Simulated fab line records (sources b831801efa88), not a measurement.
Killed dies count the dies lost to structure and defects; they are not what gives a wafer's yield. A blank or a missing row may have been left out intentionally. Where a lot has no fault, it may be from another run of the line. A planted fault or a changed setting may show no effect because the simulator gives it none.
A struck lot beside a sound one + flow gf180mcu + 19 steps out of a route of 602
Sound: the wafers L268.1, L268.5, L268.6. Struck: wafer L271.4 (left out: L271.3, a lot-mate that was not struck); the cause follows at the end.
At each step with rows: each side's tool, then ch and its chambers, then its first start. Under that, the readings that differ: sound wafers + struck wafers + difference of the means + sigmas: that difference in standard deviations of wafers without a fault.
alike: a reading whose means differ by less than 2 such deviations, as well as words and numbers matching on both sides. not compared: withheld readings; readings where some wafer has no value; bounds like >300 that might hide an equal value; numbers whose values overlap and for which the record gives no deviation.
A row with sigmas, a row that says differs or no value, or rows on one side alone: a step with any of these is where the two part. When numbers do not overlap yet have no deviation, they are printed without sigmas and do not part them. Lack of a reading on every wafer of one side parts them only where that side has two or more wafers.

first, 2 steps without rows for these wafers: GF_VT_IMPLANT_PEB_16; GF_VT_IMPLANT_DEVELOP_17 (develop time 60 s).
GF_VT_IMPLANT_OVL_MEAS_18:
  struck on overlay-01, day 9 05:03; sound on overlay-01, day 8 05:20
  alike: VT_IMPLANT_01_OVL
next, for these wafers, 1 step has no rows: GF_VT_IMPLANT_IMPLANT_19.
GF_VT_IMPLANT_STRIP_20: strips in O2/N2.
  sound on plasmaAsher-03 ch 0,1, day 8 05:31; struck on plasmaAsher-04 ch 1, day 9 05:16
  alike: drypumpMotorCurrentA, heaterPowerW, oesProductAu, platenTempC, stripTimeToEndpointS
  not compared: rfHoursCounterH
GF_VT_IMPLANT_TW_MEAS_21:
  struck on filmMetro-02, day 9 05:21; sound on filmMetro-02, day 8 05:37
  alike: VT_IMPLANT_2_TW
then, 6 steps without rows for these wafers: GF_VT_IMPLANT_DEHYDRATE_22 (time 60 s); GF_VT_IMPLANT_HMDS_23 (prime time 60 s); GF_VT_IMPLANT_COAT_24 (resist thk 1000 nm); GF_VT_IMPLANT_SOFTBAKE_25 (time 60 s); GF_VT_IMPLANT_EXPOSE_26 (exposes mask LVPWELL HV AREA, target cd 860 nm); GF_VT_IMPLANT_PEB_27.
GF_VT_IMPLANT_DEVELOP_28: develop time 60 s.
  sound on lithoTrack-02 ch 0, day 8 22:05; struck on lithoTrack-02 ch 0, day 9 22:56
| reading             | sound             | struck | difference | sigmas |
|---------------------|-------------------|--------|------------|--------|
| resistLineTempC (C) | 22.88 22.73 22.68 | 23.09  | +0.33      | +3     |
GF_VT_IMPLANT_OVL_MEAS_29:
  struck on overlay-02, day 9 23:03; sound on overlay-01, day 8 22:14
  not compared: VT_IMPLANT_02_OVL
next, for these wafers, 1 step has no rows: GF_VT_IMPLANT_IMPLANT_30.
GF_VT_IMPLANT_STRIP_31: strips in O2/N2.
  sound on plasmaAsher-04 ch 0,1, day 8 22:26; struck on plasmaAsher-02 ch 0, day 9 23:16
  alike: drypumpMotorCurrentA, heaterPowerW, oesProductAu, platenTempC, stripTimeToEndpointS
  not compared: rfHoursCounterH
GF_VT_IMPLANT_TW_MEAS_32:
  struck on filmMetro-04, day 9 23:21; sound on filmMetro-03, day 8 22:32
| reading         | sound             | struck | difference | sigmas      |
|-----------------|-------------------|--------|------------|-------------|
| VT_IMPLANT_3_TW | 272.1 270.4 272.4 | 30.1   | -241.5     | -99 or more |
then, 1 step without rows for these wafers: GF_VT_IMPLANT_DEHYDRATE_33 (time 60 s).
-- record jumps: 23 days separate the struck wafers' starts on either side; left off in module VT_IMPLANT, taken up again in module PASSIVATION, whose first shown step is the route's number 602 --
GF_PASSIVATION_PROBE_99:
  the record has rows for the struck wafers here (prober-02, day 32 15:04) and none for the sound ones

WHERE THEY PART
At GF_VT_IMPLANT_DEVELOP_28 first; at GF_PASSIVATION_PROBE_99 last (within this record only).

WHY: what the simulator had put in
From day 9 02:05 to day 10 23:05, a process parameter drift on lithoTrack-02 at GF_VT_IMPLANT_DEVELOP_28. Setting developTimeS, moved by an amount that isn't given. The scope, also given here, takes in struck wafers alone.
